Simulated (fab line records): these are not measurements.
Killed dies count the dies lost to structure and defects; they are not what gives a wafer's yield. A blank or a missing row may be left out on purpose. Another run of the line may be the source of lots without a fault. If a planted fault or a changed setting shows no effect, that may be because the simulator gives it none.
fab line records -- flow gf180mcu -- part 2 of 2: steps 26 to 36 of 36
[record] lots = 5, wafers = 15, last_day = 33
route steps=602 shown CONTACT@307 M1@315 V1@335
lots that met no fault: from a run of the same line without faults
start_h: start of the lot's first displayed wafer, in hours after the record's first day -- wait_h: hours elapsed since this lot's preceding step -- " identical to the entry in the row above -- L1.1+2: a single row standing in for several wafers -- - no value present, or no start provided -- * or withheld: withheld -- < > ~ a bound
route shown NAME@n: names a module that has steps shown in the file, with the first one's number in the route -- usual: mean/standard deviation taken from wafers without a fault -- same: alike in all rows -- chamber/n: place in a boat -- sites: each site's reading -- _std_site: standard deviation of those values -- _edge_site: mean of outer sites minus mean of inner sites -- radius_mm: how far each site lies from the wafer's centre -- mask NAME#n: copy n -- behind: the last tool/chamber to shape the wafer -- hold: what put the lot on hold/how long, in hours/how the hold closed -- device: which transistor (n, p or np) failed to switch -- end of line: the tests these same wafers got at the end of their route -- for a step that has no rows: nothing shown but its recipe -- killed: not the wafer's yield, but the dies lost to structure and defects at the first sort -- map: a wafer's dies, x killed, . not, _ none there
set.NAME: setting as actually run; set.NAME@STEP: the setting as run at that earlier step -- model.NAME: the simulator's own value behind a step, which no gauge read
certain route steps with their lots: each step a table, each wafer a row
services: a tool's chamber out of use, with start hour (start_h, from the record's first day; less than 0 if before it), hours out, and reason
[[steps]]
[step GF_M1_STRIP_17]
[recipe] chemistry = O2/N2, power_w = 1400, pressure_mtorr = 1500, platen_temp_c = 250, o2_flow_sccm = 3000, n2_flow_sccm = 300, overash_fraction = 0.5
[usual] drypump_motor_current_A = 5.5/0.34, heater_power_w = 339/24, oes_product_au = 0.538/0.0051, strip_time_to_endpoint_s = 7.42/0.052
[same] overash_fraction = 0.5
lot.wafer,tool,chamber,start_h,wait_h,drypump_motor_current_A,heater_power_w,oes_product_au,rf_hours_counter_h,strip_time_to_endpoint_s
L074.1,plasma_asher-04,1,383.73,0.1,5.5,326,0.540,28,7.41
L074.4,plasma_asher-04,1,383.73,0.1,5.5,332,0.536,-,7.39
L074.5,plasma_asher-04,0,383.73,0.1,5.7,366,0.538,-,7.40
L079.2,plasma_asher-04,1,439.38,0.1,5.5,328,0.541,34,7.42
L079.4,plasma_asher-04,1,439.38,0.1,5.5,334,0.539,-,7.39
L079.6,plasma_asher-04,0,439.38,0.1,5.7,369,0.535,-,7.48
L080.1,plasma_asher-01,1,442.23,0.1,4.9,317,0.532,1,7.43
L080.3,plasma_asher-01,1,442.23,0.1,4.9,326,0.537,-,7.40
L080.6,plasma_asher-01,0,442.23,0.1,5.6,351,0.532,-,7.42
L086.2,plasma_asher-03,1,490.42,0.1,6.1,345,0.534,77,7.49
L086.3,plasma_asher-03,1,490.42,0.1,6.0,338,0.538,-,7.39
L086.6,plasma_asher-03,1,490.42,0.1,6.0,337,0.549,-,7.48
L092.2,plasma_asher-04,1,551.58,0.1,5.5,323,0.532,47,7.36
L092.4,plasma_asher-04,1,551.58,0.1,5.5,325,0.543,-,7.47
L092.6,plasma_asher-04,1,551.58,0.1,5.5,337,0.540,-,7.40
[step GF_M1_STRIP_18]
[recipe] chemistry = post_etch_residue_remover, time_s = 1200, temp_c = 72.5
lot.wafer,tool,chamber,start_h,wait_h
L074.1+4+5,wet_bench-01,3,383.83,0.1
L079.2+4+6,wet_bench-04,0,439.48,0.1
L080.1+3+6,wet_bench-04,2,442.33,0.1
L086.2+3+6,wet_bench-03,0,490.52,0.1
L092.2+4+6,wet_bench-03,3,551.68,0.1
[step GF_M1_CLEAN_19]
[recipe] chemistry = DIW, dry = n2_spin
lot.wafer,tool,chamber,start_h,wait_h
L074.1+4+5,wet_bench-04,3,384.17,0.0
L079.2+4+6,wet_bench-01,1,439.82,0.0
L080.1+3+6,wet_bench-01,3,442.71,0.0
L086.2+3+6,wet_bench-03,3,490.86,0.0
L092.2+4+6,wet_bench-01,2,552.05,0.0
[step GF_V1_CVD_00]
[recipe] material = SiO2, target_thk_nm = 600, sigma_open_frac = 0.3, temp_c = 400, time_s = 100, sih4_flow_sccm = 60, pressure_mtorr = 6
lot.wafer,tool,chamber,start_h,wait_h
L074.1+4+5,hdpcvd-02,"2,2,0",384.27,0.0
L079.2+4+6,hdpcvd-02,"1,1,0",439.91,0.0
L080.1+3+6,hdpcvd-02,"0,1,2",442.80,0.0
L086.2+3+6,hdpcvd-01,"2,1,2",490.95,0.0
L092.2+4+6,hdpcvd-01,"2,2,0",552.14,0.0
[step GF_V1_THK_MEAS_01]
[recipe] reads = SiO2_of_V1_CVD_00
[usual] V1_CVD_00_THK = 601/8.1
lot.wafer,tool,chamber,start_h,wait_h,V1_CVD_00_THK[nm]
L074.1,film_metro-03,-,384.34,0.0,600
L074.4,film_metro-03,-,384.34,0.0,606
L074.5,film_metro-03,-,384.34,0.0,610
L079.2,film_metro-02,-,439.99,0.0,597
L079.4,film_metro-02,-,439.99,0.0,605
L079.6,film_metro-02,-,439.99,0.0,603
L080.1,film_metro-02,-,442.87,0.0,603
L080.3,film_metro-02,-,442.87,0.0,605
L080.6,film_metro-02,-,442.87,0.0,598
L086.2,film_metro-01,-,491.04,0.0,608
L086.3,film_metro-01,-,491.04,0.0,591
L086.6,film_metro-01,-,491.04,0.0,600
L092.2,film_metro-03,-,552.22,0.0,606
L092.4,film_metro-03,-,552.22,0.0,603
L092.6,film_metro-03,-,552.22,0.0,586
[step GF_V1_CVD_02]
[recipe] material = SiO2, target_thk_nm = 850, precursor = TEOS, temp_c = 400, time_s = 94.851, rf_w = 600
[usual] heater_power_w = 628/94
lot.wafer,tool,chamber,start_h,wait_h,heater_power_w
L074.1,pecvd-01,0,384.40,0.1,687
L074.4,pecvd-01,2,384.40,0.1,621
L074.5,pecvd-01,0,384.40,0.1,543
L079.2,pecvd-01,0,440.04,0.0,621
L079.4,pecvd-01,0,440.04,0.0,668
L079.6,pecvd-01,2,440.04,0.0,676
L080.1,pecvd-03,0,442.93,0.1,451
L080.3,pecvd-03,2,442.93,0.1,592
L080.6,pecvd-03,0,442.93,0.1,490
L086.2,pecvd-03,2,491.09,0.0,710
L086.3,pecvd-03,1,491.09,0.0,795
L086.6,pecvd-03,2,491.09,0.0,558
L092.2,pecvd-02,2,552.27,0.0,582
L092.4,pecvd-02,2,552.27,0.0,619
L092.6,pecvd-02,0,552.27,0.0,609
[step GF_V1_THK_MEAS_03]
[recipe] reads = SiO2_of_V1_CVD_02
[usual] V1_CVD_02_THK = 850/11
lot.wafer,tool,chamber,start_h,wait_h,V1_CVD_02_THK[nm]
L074.1,film_metro-03,-,384.47,0.0,829
L074.4,film_metro-03,-,384.47,0.0,858
L074.5,film_metro-03,-,384.47,0.0,846
L079.2,film_metro-03,-,440.12,0.0,823
L079.4,film_metro-03,-,440.12,0.0,837
L079.6,film_metro-03,-,440.12,0.0,856
L080.1,film_metro-03,-,443.00,0.0,868
L080.3,film_metro-03,-,443.00,0.0,859
L080.6,film_metro-03,-,443.00,0.0,873
L086.2,film_metro-01,-,491.17,0.0,852
L086.3,film_metro-01,-,491.17,0.0,844
L086.6,film_metro-01,-,491.17,0.0,851
L092.2,film_metro-01,-,552.35,0.0,838
L092.4,film_metro-01,-,552.35,0.0,849
L092.6,film_metro-01,-,552.35,0.0,854
[step GF_V1_CMP_04]
[recipe] material = SiO2, down_force_psi = 4, platen_rpm = 60, pad_velocity_m_s = 0.94248
[usual] motor_current_A = 12.4/1.1, time_to_endpoint_s = 78/5.3
lot.wafer,tool,chamber,start_h,wait_h,motor_current_A,time_to_endpoint_s
L074.1,cmp-02,0,384.58,0.1,12.4,72
L074.4,cmp-02,2,384.58,0.1,12.4,78
L074.5,cmp-02,3,384.58,0.1,13.0,76
L079.2,cmp-02,1,440.17,0.0,12.5,65
L079.4,cmp-02,0,440.17,0.0,13.0,76
L079.6,cmp-02,1,440.17,0.0,11.9,77
L080.1,cmp-01,3,443.06,0.1,11.2,87
L080.3,cmp-01,1,443.06,0.1,11.4,82
L080.6,cmp-01,0,443.06,0.1,14.8,84
L086.3,cmp-01,2,491.22,0.0,13.0,73
L086.2,cmp-01,0,491.22,0.0,14.0,71
L086.6,cmp-01,3,491.22,0.0,10.9,76
L092.4,cmp-02,2,552.50,0.1,12.5,73
L092.2,cmp-02,3,552.50,0.1,12.2,78
L092.6,cmp-02,0,552.50,0.1,11.6,86
[step GF_V1_BOW_MEAS_05]
[recipe] mode = bow
[usual] V1_BOW = 83/6.8
lot.wafer,tool,chamber,start_h,wait_h,V1_BOW[um]
L074.1,film_metro-02,-,384.83,0.2,83
L074.4,film_metro-02,-,384.83,0.2,74
L074.5,film_metro-02,-,384.83,0.2,84
L079.2,film_metro-03,-,440.49,0.3,81
L079.4,film_metro-03,-,440.49,0.3,85
L079.6,film_metro-03,-,440.49,0.3,83
L080.1,film_metro-03,-,443.36,0.2,81
L080.3,film_metro-03,-,443.36,0.2,95
L080.6,film_metro-03,-,443.36,0.2,85
L086.2,film_metro-01,-,491.54,0.2,89
L086.3,film_metro-01,-,491.54,0.2,84
L086.6,film_metro-01,-,491.54,0.2,94
L092.2,film_metro-01,-,552.72,0.1,71
L092.4,film_metro-01,-,552.72,0.1,80
L092.6,film_metro-01,-,552.72,0.1,96
[step GF_V1_DEHYDRATE_06]
[recipe] temp_c = 200, time_s = 60
[usual] exhaust_pa = 44.9/0.92, heater_power_total_W = 160.38/0.12
lot.wafer,tool,chamber,start_h,wait_h,exhaust_pa,heater_power_total_W
L074.1,litho_track-02,0,396.09,11.2,46.1,160.36
L074.4,litho_track-02,0,396.09,11.2,44.7,160.42
L074.5,litho_track-02,0,396.09,11.2,45.5,160.52
L079.2,litho_track-02,0,452.01,11.5,45.8,160.35
L079.4,litho_track-02,0,452.01,11.5,44.1,160.56
L079.6,litho_track-02,0,452.01,11.5,43.2,160.29
L080.1,litho_track-01,0,454.90,11.5,43.9,160.34
L080.3,litho_track-01,0,454.90,11.5,44.8,160.21
L080.6,litho_track-01,0,454.90,11.5,44.7,160.57
L086.2,litho_track-03,0,502.79,11.2,46.4,160.61
L086.3,litho_track-03,0,502.79,11.2,46.1,160.44
L086.6,litho_track-03,0,502.79,11.2,45.9,160.26
L092.2,litho_track-02,0,563.46,10.7,46.8,160.45
L092.4,litho_track-02,0,563.46,10.7,45.2,160.34
L092.6,litho_track-02,0,563.46,10.7,45.8,160.29
[step GF_V1_HMDS_07]
[recipe] prime_time_s = 60, prime_temp_c = 120
[usual] exhaust_pa = 44.9/0.89
lot.wafer,tool,chamber,start_h,wait_h,exhaust_pa
L074.1,litho_track-02,0,396.24,0.1,42.3
L074.4,litho_track-02,0,396.24,0.1,43.1
L074.5,litho_track-02,0,396.24,0.1,44.4
L079.2,litho_track-02,0,452.16,0.1,45.5
L079.4,litho_track-02,0,452.16,0.1,44.2
L079.6,litho_track-02,0,452.16,0.1,46.2
L080.1,litho_track-01,0,455.05,0.1,44.8
L080.3,litho_track-01,0,455.05,0.1,46.7
L080.6,litho_track-01,0,455.05,0.1,44.6
L086.2,litho_track-03,0,502.94,0.1,45.3
L086.3,litho_track-03,0,502.94,0.1,44.1
L086.6,litho_track-03,0,502.94,0.1,44.4
L092.2,litho_track-02,0,563.61,0.1,45.2
L092.4,litho_track-02,0,563.61,0.1,44.9
L092.6,litho_track-02,0,563.61,0.1,46.1
[[services]]
tool,chamber,start_h,hours,kind
cmp-02,-,336.97,6.7,repair
krf_scanner-02,-,338.86,1.3,pm
cvd_w-01,-,340.67,1.1,repair
plasma_asher-04,-,351.72,2.8,pm
pvd_sputter-02,-,354.71,1.0,repair
pvd_sputter-02,-,358.11,2.9,repair
pvd_sputter-04,-,366.26,2.0,repair
rie_metal-03,-,377.40,1.0,repair
cmp-01,-,380.27,3.6,pm
cmp-01,-,384.10,0.3,repair
cmp-01,-,389.12,0.8,repair
cvd_w-01,-,390.00,14.0,pm
krf_scanner-02,-,398.00,0.8,pm
cmp-01,-,404.09,4.0,pm
cmp-01,-,465.69,1.8,repair
cmp-02,-,467.87,0.6,repair
cmp-02,-,485.82,1.8,repair
cmp-02,-,497.39,5.5,pm
cmp-02,-,507.94,0.3,repair
pvd_sputter-01,-,530.86,3.7,repair
cmp-01,-,533.07,3.1,repair
cmp-01,-,542.79,6.9,pm
pvd_sputter-04,-,543.65,1.7,repair
cmp-01,-,554.68,2.5,repair
